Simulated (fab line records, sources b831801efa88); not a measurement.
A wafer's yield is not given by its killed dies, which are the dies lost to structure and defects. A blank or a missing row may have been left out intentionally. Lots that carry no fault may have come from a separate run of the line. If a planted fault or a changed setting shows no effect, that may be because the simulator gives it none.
Problem report, 8D (eight disciplines) form, completed by code / flow gf180mcu / the parts of the form that need people (team, actions taken, sign-off) are left out

== 1. THE PROBLEM ==
Mean of cdNm at GF_PSD_CD_MEAS_07: 413.2 nm across 6 wafers in 2 lots; on wafers with no fault it is 399.5 nm (standard deviation 2.4). That puts it +5.7 standard deviations away from the usual mean.
The step: target cd 400 nm.
The first sign was on wafer L761.1 at day 16 22:59, on cdSem-01. Wafers with a number at this step in the record: 42, from 14 lots. By rule, "out" or "out of limits" means more than 4 standard deviations away from the usual mean. The other wafers with a number count as sound.

== 2. WHAT THIS IS AND IS NOT ==
question=which readings at this step | is=cdNm | is not=-
question=which lots | is=L761, L764 | is not=L755, L756, L758, L763, L771, L772, L773, L774, L775, L776, L777, L778
question=which wafers of those lots | is=all that have a number | is not=-
question=read on which gauges | is=cdSem-01 | is not=cdSem-02
question=when | is=from day 16 22:59 | is not=up to then (9 sound wafers); but 27 sound wafers of L763, L771, L772, L773, L774, L775, L776, L777, L778 came after

== 3. THE SUSPECTS, EACH WITH WHAT RULES IT OUT ==
Counting: a tool at a process step up to the reading stays a suspect if it ran every lot that is out and no sound lot after the first of them.
- the gauge at GF_PSD_CD_MEAS_07: kept. All the wafers that are out were read on cdSem-01, and no step on other tools shows them out.
- lithoTrack-01 at GF_PSD_DEVELOP_06 (develop time 60 s): ruled out as a lasting fault. After its first lot that is out, L761 (day 16 22:43), sound lots L772, L771, L774, L776, L775 ran on it.
After counting, what remains is cdSem-01 at GF_PSD_CD_MEAS_07.

== 4. THE CAUSE (what the simulator had put in) ==
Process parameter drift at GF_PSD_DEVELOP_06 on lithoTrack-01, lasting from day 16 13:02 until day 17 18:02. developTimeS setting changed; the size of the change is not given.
Counting ruled it out, wrongly: the rule takes a fault to strike every lot that its tool runs from its start on, and this one did not.

== 5. SEQUENCE OF EFFECTS, ordered by route ==
Each row: a reading whose mean over the struck wafers that have a number lies more than 3 standard deviations from the usual. Only readings whose record carries a usual standard deviation are examined. hours: median over the lots of the time between each lot's start at the first step of this table that gives one and its start at this step. sigmas: the change, counted in usual standard deviations.
hours=0; step=GF_PSD_CD_MEAS_07; reading=cdNm; usual=399.5 nm; on struck wafers=413.2; change=+13.7; sigmas=+5.7

== 6. HOW IT WOULD HAVE BEEN CAUGHT EARLIER ==
Counted from the fault's start at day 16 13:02, it took 10 hours until the first out-of-limits reading at a measuring or inspecting step in this record, taken at day 16 22:59.
